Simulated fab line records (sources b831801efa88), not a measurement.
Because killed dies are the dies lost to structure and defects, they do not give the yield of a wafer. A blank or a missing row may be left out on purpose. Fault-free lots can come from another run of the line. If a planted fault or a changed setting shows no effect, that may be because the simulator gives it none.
Chamber matching :: flow gf180mcu :: GF_V4_CVD_02 on pecvd-04 has 3 sister chambers
The step deposits SiO2 from TEOS, target thk 850 nm, time 94.851 s. 6 wafers are shown with their chamber, then 7 later ones without.

WAFERS PAIRED WITH THEIR CHAMBERS
wafer: L636.2
chamber: 1
heaterPowerW (W): 681

wafer: L640.2
chamber: 2
heaterPowerW (W): 708

wafer: L640.4
chamber: 0
heaterPowerW (W): 547

wafer: L640.6
chamber: 1
heaterPowerW (W): 705

wafer: L648.2
chamber: 2
heaterPowerW (W): 694

wafer: L648.3
chamber: 0
heaterPowerW (W): 584

WAFERS MISSING THEIR CHAMBER
wafer: L648.5
heaterPowerW (W): 621

wafer: L655.4
heaterPowerW (W): 720

wafer: L655.5
heaterPowerW (W): 674

wafer: L655.6
heaterPowerW (W): 583

wafer: L656.2
heaterPowerW (W): 702

wafer: L656.3
heaterPowerW (W): 648

wafer: L656.6
heaterPowerW (W): 661

EACH ONE'S CHAMBER
wafer: L648.5
from the rows above: can't be placed: 0 or 1 or 2
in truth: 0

wafer: L655.4
from the rows above: can't be placed: 2 or 1
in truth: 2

wafer: L655.5
from the rows above: can't be placed: 1 or 2
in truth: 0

wafer: L655.6
from the rows above: 0
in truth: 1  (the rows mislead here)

wafer: L656.2
from the rows above: can't be placed: 2 or 1
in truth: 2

wafer: L656.3
from the rows above: can't be placed: 1 or 2 or 0
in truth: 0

wafer: L656.6
from the rows above: can't be placed: 1 or 2
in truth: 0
Correctly placed: 0 of 7. Cannot be placed on the basis of these rows: 6; the candidates contain the true chamber in 4. Placed wrongly: 1.
How it was worked out, from the rows above alone: a wafer's distance from a chamber is the root of the sum, over the readings, of the square of ((its reading less the chamber's mean) divided by the reading's scatter). If the next closest chamber is less than 2 further off than the closest, the wafer can't be placed; otherwise it belongs to the closest. The mean given for a chamber averages the wafers shown for that chamber. The scatter is the square root of a quotient: the sum, over the shown wafers, of each reading's squared deviation from its chamber's mean, divided by wafers minus chambers.
